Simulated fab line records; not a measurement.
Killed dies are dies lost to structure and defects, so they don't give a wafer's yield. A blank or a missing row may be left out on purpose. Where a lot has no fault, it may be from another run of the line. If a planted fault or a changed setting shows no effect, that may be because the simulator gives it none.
Chamber matching	flow sky130	SKY_SPACER_ETCHBACK_02 on rie-diel-03: 4 sister chambers
The step etches Si3N4 in CH3F/O2, stops on SiO2, time 46.7 s, target depth 45 nm. 4 wafers are shown with their chamber, then 10 later ones without.

WAFERS, EACH WITH ITS CHAMBER
wafer	chamber	drypump-motor-current-A (A)
L084.4	2	5.7
L085.5	3	6.0
L087.2	1	5.6
L087.3	0	4.9

WAFERS WHOSE CHAMBER IS MISSING
wafer	drypump-motor-current-A (A)
L087.6	6.0
L089.1	5.8
L089.2	6.1
L089.3	5.0
L089.4	6.1
L089.5	5.8
L089.6	4.9
L091.2	5.0
L091.4	5.8
L091.5	5.8

WHICH CHAMBER EACH WENT THROUGH
wafer	from the rows above	in truth
L087.6	3	3
L089.1	can't be placed: 2 or 1 or 3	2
L089.2	3	3
L089.3	0	0
L089.4	3	3
L089.5	can't be placed: 2 or 1 or 3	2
L089.6	0	0
L091.2	0	0
L091.4	can't be placed: 2 or 1 or 3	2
L091.5	can't be placed: 2 or 1 or 3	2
Placed correctly: 6 of 10. These rows do not allow placing 4 (true chamber among the candidates in 4). 0 placed wrongly.
How it was worked out, from the rows above alone: a wafer's distance from a chamber is the root of the sum, over the readings, of the square of ((its reading less the chamber's mean) divided by the reading's scatter). If the next closest chamber is less than 2 further off than the closest, the wafer can't be placed; otherwise it belongs to the closest. A chamber's mean is the mean of its shown wafers. The scatter: with one shown wafer a chamber, the root of the mean of the squares of how far each hidden wafer lies from its nearest shown one.
